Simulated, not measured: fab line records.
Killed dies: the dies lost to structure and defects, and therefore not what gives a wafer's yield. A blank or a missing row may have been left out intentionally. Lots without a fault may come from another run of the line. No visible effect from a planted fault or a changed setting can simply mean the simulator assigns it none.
Matching of chambers | flow sfqLine | SFQ_TRILAYER_I3_VIA_ETCH_VIA_ETCH_088 on rieDiel-01: 4 sister chambers
The step etches SiO2 in CHF3, stops on Nb, target depth 260 nm. 4 wafers are shown with their chamber, then 7 later ones without.

WAFERS WITH THEIR CHAMBER
wafer  | chamber | drypumpMotorCurrentA (A)
L638.2 | 3       | 5.7
L646.2 | 2       | 5.4
L649.1 | 1       | 5.6
L649.2 | 0       | 5.1

WAFERS MISSING THEIR CHAMBER
wafer  | drypumpMotorCurrentA (A)
L649.3 | 5.4
L650.2 | 5.6
L650.4 | 5.6
L650.5 | 5.5
L651.2 | 5.1
L651.3 | 5.4
L651.6 | 5.1

WHICH CHAMBER EACH ONE RAN IN
wafer  | from the rows above     | in truth
L649.3 | 2                       | 2
L650.2 | 1                       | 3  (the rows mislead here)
L650.4 | 1                       | 1
L650.5 | can't be placed: 1 or 2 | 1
L651.2 | 0                       | 0
L651.3 | 2                       | 2
L651.6 | 0                       | 0
5 of 7 placed correctly. Can't be placed from these rows: 1 (the true chamber is among the candidates in 1). 1 placed wrongly.
How it was worked out, from the rows above alone: a wafer's distance from a chamber is the root of the sum, over the readings, of the square of ((its reading less the chamber's mean) divided by the reading's scatter). The wafer belongs to the nearest chamber; if the next one is less than 2 further off, it can't be placed. For every chamber, the mean is computed from those of its wafers that are shown. The scatter: root of mean squared gap, hidden wafer to nearest shown wafer, with one shown wafer a chamber.
